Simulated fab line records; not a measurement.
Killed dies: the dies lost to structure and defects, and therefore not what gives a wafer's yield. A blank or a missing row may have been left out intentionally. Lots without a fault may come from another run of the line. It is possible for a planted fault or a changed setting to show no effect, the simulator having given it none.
A struck lot beside a sound one + flow gf180mcu + 16 steps out of a route of 602
Sound: wafers L662.1, L662.2, L662.5. Struck: wafers L667.2, L667.3. (L667.6 of the same lot was not struck and is left out.) The cause comes at the end.
Order at every step that has rows: each side's tool, ch and its chambers, its first start. Under that, the readings that differ: sound wafers + struck wafers + difference of the means + sigmas: that difference in standard deviations of wafers without a fault.
alike: words and numbers the same on both sides, and readings whose means are apart by under 2 such deviations; not compared: readings that were withheld, readings missing a value for some wafer, numbers with overlapping values and no deviation given by the record, and bounds like >300 which may hide the same value.
A row with sigmas, a row that says differs or no value, or rows on one side alone: a step with any of these is where the two part. Numbers that have no deviation but don't overlap get no sigmas and don't part them. A reading missing from all wafers of one side parts the sides only when that side holds two or more wafers.

first, 1 step without rows for these wafers: GF_TOP_METAL_CLEAN_19 (cleans in DIW).
GF_PASSIVATION_CVD_00: deposits SiO2 from TEOS, target thk 1000 nm, time 111.95 s.
  sound on pecvd-04 ch 0,2, day 30 00:31; struck on pecvd-03 ch 0,1, day 32 03:25
  alike: heater_power_w
GF_PASSIVATION_THK_MEAS_01:
  sound: film_metro-03 at day 30 00:43; struck: film_metro-03 at day 32 03:30
  alike: PASSIVATION_CVD_00_THK
GF_PASSIVATION_CVD_02: deposits Si3N4, target thk 700 nm, time 486.18 s.
  sound on pecvd-01 ch 0,1, day 30 00:46; struck on pecvd-01 ch 1,2, day 32 03:33
  alike: heater_power_w
GF_PASSIVATION_THK_MEAS_03:
  sound: film_metro-01 at day 30 01:07; struck: film_metro-01 at day 32 03:51
  alike: PASSIVATION_CVD_02_THK
then, 7 steps without rows for these wafers: GF_PASSIVATION_DEHYDRATE_04 (time 60 s); GF_PASSIVATION_HMDS_05 (prime time 60 s); GF_PASSIVATION_COAT_06 (resist thk 4000 nm); GF_PASSIVATION_SOFTBAKE_07; GF_PASSIVATION_EXPOSE_08 (exposes mask Pad, target cd 40000 nm); GF_PASSIVATION_PEB_09; GF_PASSIVATION_DEVELOP_10 (develop time 60 s).
GF_PASSIVATION_ETCH_11: etches the open film in CF4/O2, stops on TiN, target depth 2040 nm, time 453.3 s.
  sound on rie_diel-03 ch 0,1,3, day 30 19:31; struck on rie_diel-03 ch 2,3, day 32 20:28
| reading                                       | sound             | struck      | difference | sigmas |
|-----------------------------------------------|-------------------|-------------|------------|--------|
| oes_product_au (a.u.)                         | 0.992 0.982 0.977 | 0.890 0.885 | -0.096     | -10    |
| model.coat_of_PASSIVATION_COAT_06.thk_nm (nm) | 2594 2673 2680    | 2870 2914   | +243       |        |
  alike: O2_flow_sccm, drypump_motor_current_A, throttle_valve_pct
  not compared: rf_hours_counter_h
GF_PASSIVATION_STRIP_12: strips in O2/N2.
  sound on plasma_asher-03 ch 0,1, day 30 19:47; struck on plasma_asher-01 ch 0, day 32 20:44
| reading                      | sound          | struck    | difference | sigmas |
|------------------------------|----------------|-----------|------------|--------|
| strip_time_to_endpoint_s (s) | 32.4 33.3 33.4 | 35.6 36.1 | +2.8       | +7     |
  alike: drypump_motor_current_A, heater_power_w, oes_product_au
  not compared: rf_hours_counter_h
then, 1 step without rows for these wafers: GF_PASSIVATION_ANNEAL_13 (time 1800 s).
GF_PASSIVATION_PROBE_99:
  only the struck wafers here have rows in the record (prober-01, day 32 22:30); the sound ones have none

WHERE THEY PART
Earliest at GF_PASSIVATION_ETCH_11; latest, in this record, at GF_PASSIVATION_PROBE_99.

WHY: what had been put in by the simulator
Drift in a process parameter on rie_diel-03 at GF_PASSIVATION_ETCH_11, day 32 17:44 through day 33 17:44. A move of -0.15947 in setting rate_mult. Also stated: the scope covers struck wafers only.
